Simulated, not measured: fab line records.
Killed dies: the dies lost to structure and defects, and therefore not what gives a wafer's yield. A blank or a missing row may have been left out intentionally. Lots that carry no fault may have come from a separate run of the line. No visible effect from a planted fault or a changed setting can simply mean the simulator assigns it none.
Which tool was responsible?	flow gf180mcu	33 wafers from 11 lots sampled at 6 of the route's 602 steps

## WHAT THE GAUGES SHOWED, per wafer
GF_HV_LDD_CD_MEAS_31 targets a cd of 400 nm. Usual: 399.9 nm for cd-nm, sd 2.2.
lot	measured	on	cd-nm (nm)	flag
L305	day 12 02:16	cd-sem-01	401.6 402.5 405.0	
L306	day 12 08:10	cd-sem-01	403.6 400.8 403.1	
L307	day 12 12:25	cd-sem-01	397.8 398.0 398.8	
L312	day 14 13:54	cd-sem-01	400.9 398.7 398.3	
L313	day 14 19:00	cd-sem-02	401.3 400.4 402.0	
L316	day 16 00:05	cd-sem-01	400.7 400.4 401.2	
L323	day 18 01:14	cd-sem-02	395.6 394.2 396.8	
L324	day 18 10:24	cd-sem-01	402.1 400.6 400.0	
L325	day 18 17:15	cd-sem-01	402.4 402.2 403.0	
L326	day 19 05:47	cd-sem-01	398.7 398.1 399.0	
L327	day 19 10:23	cd-sem-02	397.9 398.4 398.2	

GF_HV_LDD_OVL_MEAS_32. Usual: HV_LDD_02_OVL gives 0.8 nm (standard deviation 1.6).
lot	measured	on	HV_LDD_02_OVL (nm)	flag
L305	day 12 02:22	overlay-02	0.7 0.4 1.0	
L306	day 12 08:16	overlay-01	1.5 2.2 1.3	
L307	day 12 12:32	overlay-01	-1.0 -0.8 -0.6	
L312	day 14 14:01	overlay-02	4.2 2.8 3.3	
L313	day 14 19:07	overlay-02	0.2 1.2 -0.2	
L316	day 16 00:12	overlay-02	0.8 0.6 0.5	
L323	day 18 01:21	overlay-01	-1.1 -0.8 -2.2	
L324	day 18 10:31	overlay-02	2.9 0.5 2.6	
L325	day 18 17:22	overlay-02	1.3 1.6 0.3	
L326	day 19 05:53	overlay-01	0.2 1.4 1.7	
L327	day 19 10:31	overlay-01	0.4 -2.1 0.6	

GF_PSD_RS_MEAS_14: uses a four-point probe to measure. Usual: NSD_RS gives 46.11 ohm/sq (standard deviation 0.082).
lot	measured	on	NSD_RS (ohm/sq)	flag
L305	day 14 19:20	film-metro-01	46.16 46.12 46.20	
L306	day 15 02:41	film-metro-04	46.11 46.06 46.14	
L307	day 15 07:40	film-metro-04	46.09 46.03 46.00	
L312	day 17 13:29	film-metro-04	46.18 46.09 46.16	
L313	day 17 20:45	film-metro-03	58.88 58.97 59.04	OFF
L316	day 19 04:29	film-metro-03	58.98 59.23 58.69	OFF
L323	day 21 06:59	film-metro-04	46.07 46.14 46.10	
L324	day 21 15:33	film-metro-04	46.22 46.11 46.10	
L325	day 21 22:23	film-metro-01	46.07 46.10 46.11	
L326	day 22 10:55	film-metro-01	46.13 45.99 45.98	
L327	day 22 15:10	film-metro-04	46.14 46.01 45.99	

## WHICH TOOL RAN EACH LOT (tool, then ch and the chambers of the sampled wafers, then the start)
lot	GF_HV_LDD_STRIP_10	GF_NSD_IMPLANT_09	GF_NSD_STRIP_11
L305	plasma-asher-01 ch 1, day 10 12:53	implanter-03 ch 0, day 13 21:38	plasma-asher-02 ch 0,1, day 13 21:55
L306	plasma-asher-03 ch 0,1, day 10 19:14	implanter-02 ch 0, day 14 04:47	plasma-asher-04 ch 0,1, day 14 05:04
L307	plasma-asher-01 ch 0,1, day 10 23:14	implanter-01 ch 0, day 14 08:43	plasma-asher-04 ch 1, day 14 09:01
L312	plasma-asher-01 ch 0,1, day 12 20:01	implanter-02 ch 0, day 16 13:43	plasma-asher-04 ch 0,1, day 16 14:01
L313	plasma-asher-01 ch 0,1, day 13 01:52	implanter-02 ch 0, day 16 20:02	plasma-asher-02 ch 0,1, day 16 20:19
L316	plasma-asher-04 ch 0,1, day 14 04:32	implanter-02 ch 0, day 18 03:25	plasma-asher-04 ch 0,1, day 18 03:43
L323	plasma-asher-03 ch 0,1, day 16 02:56	implanter-02 ch 0, day 20 07:04	plasma-asher-02 ch 0,1, day 20 07:22
L324	plasma-asher-04 ch 0,1, day 16 10:38	implanter-01 ch 0, day 20 15:07	plasma-asher-03 ch 0,1, day 20 15:24
L325	plasma-asher-03 ch 0,1, day 16 17:06	implanter-01 ch 0, day 20 21:53	plasma-asher-02 ch 0,1, day 20 22:10
L326	plasma-asher-01 ch 0,1, day 17 05:10	implanter-02 ch 0, day 21 10:31	plasma-asher-04 ch 0,1, day 21 10:47
L327	plasma-asher-01 ch 0, day 17 09:48	implanter-03 ch 0, day 21 14:36	plasma-asher-04 ch 0,1, day 21 14:54
- GF_HV_LDD_STRIP_10: strips in O2/N2.
- GF_NSD_IMPLANT_09
- GF_NSD_STRIP_11: strips in O2/N2.

## WHAT THE TOOLS THEMSELVES READ (means of the sampled wafers that have a number; where no wafer has one, the mark that the record gives instead)
GF_HV_LDD_STRIP_10. Usual: chamber-pressure-mTorr 1500.0 mTorr, standard deviation 1.4; drypump-motor-current-A 5.6 A, standard deviation 0.39; heater-power-w 326 W, standard deviation 41; oes-product-au 0.716 a.u., standard deviation 0.0044; strip-time-to-endpoint-s 12.643 s, standard deviation 0.028.
lot	tool	chamber-pressure-mTorr (mTorr)	drypump-motor-current-A (A)	heater-power-w (W)	oes-product-au (a.u.)	strip-time-to-endpoint-s (s)	flag
L305	plasma-asher-01	1499.9	5.2	338	0.716	12.660	
L306	plasma-asher-03	1501.0	5.8	334	0.715	12.611	
L307	plasma-asher-01	1499.3	5.9	315	0.714	12.650	
L312	plasma-asher-01	1499.4	5.8	320	0.720	12.670	
L313	plasma-asher-01	1500.9	5.5	331	0.717	12.613	
L316	plasma-asher-04	1500.6	5.4	285	0.714	12.662	
L323	plasma-asher-03	1500.5	5.6	364	0.713	12.619	
L324	plasma-asher-04	1500.6	5.6	300	0.711	12.621	
L325	plasma-asher-03	1501.1	5.6	371	0.709	12.640	
L326	plasma-asher-01	1501.2	5.9	317	0.718	12.683	
L327	plasma-asher-01	1498.8	6.1	303	0.714	12.666	

GF_NSD_IMPLANT_09. Usual: beam-on-s 18.0 s, standard deviation 0.93; dose-ions-cm2 4.001e+15, standard deviation 4.8e+12; faraday-current-uA 12179, standard deviation 650.
lot	tool	beam-on-s (s)	dose-ions-cm2	faraday-current-uA	flag
L305	implanter-03	16.4	3.996e+15	13290	
L306	implanter-02	18.7	4.007e+15	11709	
L307	implanter-01	17.9	4.004e+15	12260	
L312	implanter-02	19.0	3.997e+15	11520	
L313	implanter-02	9.8	1.565e+15	8772	OFF
L316	implanter-02	10.1	1.562e+15	8520	OFF
L323	implanter-02	18.8	3.997e+15	11687	
L324	implanter-01	18.0	3.996e+15	12151	
L325	implanter-01	18.1	4.003e+15	12119	
L326	implanter-02	18.9	4.000e+15	11594	
L327	implanter-03	16.4	4.000e+15	13319	

GF_NSD_STRIP_11. Usual: chamber-pressure-mTorr 1500.1 mTorr, standard deviation 1.3; drypump-motor-current-A 5.6 A, standard deviation 0.39; heater-power-w 312 W, standard deviation 38; oes-product-au 0.487 a.u., standard deviation 0.005; strip-time-to-endpoint-s 22.96 s, standard deviation 0.042.
lot	tool	chamber-pressure-mTorr (mTorr)	drypump-motor-current-A (A)	heater-power-w (W)	oes-product-au (a.u.)	strip-time-to-endpoint-s (s)	flag
L305	plasma-asher-02	1500.6	6.0	344	0.482	22.94	
L306	plasma-asher-04	1500.3	5.6	304	0.489	22.93	
L307	plasma-asher-04	1500.6	5.8	313	0.490	22.95	
L312	plasma-asher-04	1501.0	5.4	293	0.488	22.98	
L313	plasma-asher-02	1499.0	6.1	343	0.531	19.53	OFF
L316	plasma-asher-04	1499.6	5.6	302	0.530	19.50	OFF
L323	plasma-asher-02	1499.9	6.1	340	0.483	22.95	
L324	plasma-asher-03	1499.0	5.8	328	0.488	22.92	
L325	plasma-asher-02	1499.8	5.7	312	0.488	22.96	
L326	plasma-asher-04	1499.5	5.6	300	0.490	22.97	
L327	plasma-asher-04	1500.2	5.4	291	0.487	22.93	

## THE ANSWER, worked out from the rows above alone
Rule: take the mean of a lot's wafers that have a number; if it is more than 3 standard deviations from the usual mean, the lot is off. A lot without any number at a reading at which 4 lots or more have one is off too. All remaining lots with rows at the step are treated as sound. After the gauges, taken in route order, come the tools' own readings; for these a lot's mean is taken, as printed above. The first step at which some lot is off is used, and at that step the reading that is off furthest; a lot without a number counts as furthest.
Off: L313, L316, seen at GF_PSD_RS_MEAS_14 (NSD_RS).
If a tool, at a process step before that reading, ran all the lots that are off and no sound lot after the first of them, it fits. The gauges at GF_PSD_RS_MEAS_14 aren't tried: what is off there is off at GF_NSD_IMPLANT_09 too, on other tools, and a gauge's error can't cause that. Of those tried, none fits.

## WHAT WAS PUT IN BY THE SIMULATOR
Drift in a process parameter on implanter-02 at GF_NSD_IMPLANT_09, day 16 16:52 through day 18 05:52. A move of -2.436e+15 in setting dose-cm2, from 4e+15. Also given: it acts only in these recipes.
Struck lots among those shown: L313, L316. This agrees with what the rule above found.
